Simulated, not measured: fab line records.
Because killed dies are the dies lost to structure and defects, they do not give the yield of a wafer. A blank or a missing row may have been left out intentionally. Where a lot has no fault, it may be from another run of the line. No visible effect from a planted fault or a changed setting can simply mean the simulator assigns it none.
One fault seen from 2 desks    flow gf180mcu    each desk has only its own numbers; what lay behind them comes last

== METROLOGY DESK ==
Means of the sampled wafers that have a number, per lot and without regard to the tool the lot ran on: this is what the gauges read. Any lot whose mean is over 4 standard deviations away from the usual mean is out of limits and marked OUT; that distance is given in the brackets.
Columns: A = HV_LDD_CVD_56_THK at GF_HV_LDD_THK_MEAS_57, usual 90.3 nm; B = PSD_OVL at GF_PSD_OVL_MEAS_08, usual -0.1 nm; C = PSD_TW at GF_PSD_TW_MEAS_11, usual 3187; D = PSD_RS at GF_PSD_RS_MEAS_15, usual 108.45 ohm/sq
lot   first seen here  A     B     C                D
L540  day 13 01:09     89.4  1.6   3234             108.21
L541  day 13 03:41     90.1  -0.0  3252             108.45
L542  day 13 10:08     90.2  -1.7  3185             108.36
L545  day 14 15:08     89.8  -0.5  3159             108.45
L549  day 16 02:01     90.8  1.1   3191             108.50
L550  day 16 02:14     89.5  0.0   3153             108.64
L554  day 17 13:05     89.8  0.7   2941 (-7.7) OUT  123.00 (+52) OUT
L555  day 17 23:29     90.8  -1.2  3241             108.35
L556  day 18 05:13     91.1  0.6   2939 (-7.8) OUT  122.97 (+52) OUT
L559  day 19 05:50     90.7  0.1   2970 (-6.8) OUT  122.99 (+52) OUT
L562  day 20 03:01     90.1  1.8   3171             108.35
This desk's finding: out of limits on L554, L556, L559; first on L554, day 19 13:53 (PSD_TW at GF_PSD_TW_MEAS_11). Within limits: L540, L541, L542, L545, L549, L550, L555, L562.

== TOOL OWNER'S DESK, implanter-01 ==
GF_PSD_IMPLANT_09, tool's own readings: per-lot mean of the sampled wafers with a number, covering each lot this tool ran. Any lot whose mean is over 4 standard deviations away from the usual mean is out of limits and marked OUT; that distance is given in the brackets.
Columns: A = beam-energy-keV at GF_PSD_IMPLANT_09, usual 39.995
lot   first seen here  A
L540  day 14 19:19     39.989
L542  day 15 04:53     39.994
L545  day 16 10:31     40.008
L554  day 19 13:40     30.510 (-99 or more) OUT
L556  day 20 04:55     30.513 (-99 or more) OUT
L559  day 21 06:58     30.524 (-99 or more) OUT
This desk's verdict: out of limits on L554, L556, L559, starting with L554 at day 19 13:40 (beam-energy-keV at GF_PSD_IMPLANT_09). Within limits: L540, L542, L545.

== PUT TOGETHER ==
At day 19 13:40, on L554, L556, L559, the tool owner's desk was in a position to raise an alarm.
Metrology desk: alarm possible at day 19 13:53 on L554, L556, L559.
The lots listed all ran GF_PSD_IMPLANT_09 on implanter-01.

== WHAT THE SIMULATOR PUT IN ==
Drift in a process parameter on implanter-01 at GF_PSD_IMPLANT_09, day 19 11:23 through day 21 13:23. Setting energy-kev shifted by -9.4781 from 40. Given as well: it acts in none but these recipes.
Lots struck among those shown: L554, L556, L559.
Time in hours from fault onset to the first out-of-limits reading at each desk: tool owner's desk 2, metrology desk 2.
